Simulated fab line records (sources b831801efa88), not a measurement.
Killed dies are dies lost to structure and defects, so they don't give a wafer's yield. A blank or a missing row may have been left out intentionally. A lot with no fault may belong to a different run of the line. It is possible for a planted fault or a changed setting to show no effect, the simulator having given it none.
Struck lot and sound lot, side by side / flow sky130 / 14 out of 708 route steps
Sound: the wafers L536.3, L536.4, L536.5. The struck wafers were L557.1, L557.2, L557.3. The cause comes at the end.
Per side, at each step with rows, come the tool, then ch with its chambers, and then its first start. Under that, the readings that differ: sound wafers / struck wafers / difference of the means / sigmas: that difference in standard deviations of wafers without a fault.
alike: same words and numbers on both sides, and readings whose means sit less than 2 such deviations apart. not compared: any withheld reading, any reading some wafer has no value for, any bound like >300 that may hide the same value, and any number with overlapping values for which the record gives no deviation.
The two part at a step that has a row with sigmas, a row that says differs or no value, or rows on one side only. Non-overlapping numbers with no deviation appear without sigmas and do not part them. Lack of a reading on every wafer of one side parts them only where that side has two or more wafers.

first, 3 steps without rows for these wafers: SKY_FIELD_ISO_CLEAN_20 (cleans in dHF, time 20 s); SKY_FIELD_ISO_WET_ETCH_21 (etches SiO2 in dHF, target depth 20 nm, time 400 s); SKY_FIELD_ISO_OXIDATION_22 (stabilise 600 s, purge 300 s, target thk 10 nm).
SKY_FIELD_ISO_THK_MEAS_23:
  sound: film-metro-01 at day 2 05:47; struck: film-metro-02 at day 6 20:00
  alike: FIELD_ISO_OXIDATION_01_THK
then, 1 step without rows for these wafers: SKY_FIELD_ISO_CVD_24 (deposits SiO2, target thk 595 nm, time 99.2 s).
SKY_FIELD_ISO_THK_MEAS_25:
  sound: film-metro-01 at day 2 05:55; struck: film-metro-03 at day 6 20:08
  alike: FIELD_ISO_CVD_24_THK
then, 1 step without rows for these wafers: SKY_FIELD_ISO_ANNEAL_26 (time 1800 s).
SKY_FIELD_ISO_CMP_27: polishes, stops on Si3N4, t overpolish 16 s, target thk 457.8 nm.
  sound on cmp-01 ch 0,2, day 2 07:46; struck on cmp-02 ch 1,2,3, day 6 21:41
  alike: motor-current-A, overpolish-run-s, platen-rpm, time-to-endpoint-s
then, 4 steps without rows for these wafers: SKY_FIELD_ISO_WET_ETCH_28 (etches SiO2 in dHF, target depth 23.7 nm, time 47 s); SKY_FIELD_ISO_WET_ETCH_29 (etches Si3N4 in H3PO4, target depth 160 nm, time 1825 s); SKY_FIELD_ISO_WET_ETCH_30 (etches SiO2 in dHF, target depth 25 nm, time 50 s); SKY_NWELL_CLEAN_00 (cleans in SC1/SC2, time 150 s).
SKY_NWELL_OXIDATION_01: stabilise 600 s, purge 300 s, target thk 10 nm.
  sound on furnace-01 ch 0, day 2 08:40; struck on furnace-02, day 6 22:39
  no value came back on the struck wafers for ox-temp-c (C), ox-temp-c-max; on the sound wafers ox-temp-c (C) reads 899.2 899.8 899.4
then, 1 step without rows for these wafers: SKY_DNWELL_DEHYDRATE_00 (time 60 s).

WHERE THEY PART
Only at SKY_NWELL_OXIDATION_01, as far as this record shows.

WHY: the cause the simulator had injected
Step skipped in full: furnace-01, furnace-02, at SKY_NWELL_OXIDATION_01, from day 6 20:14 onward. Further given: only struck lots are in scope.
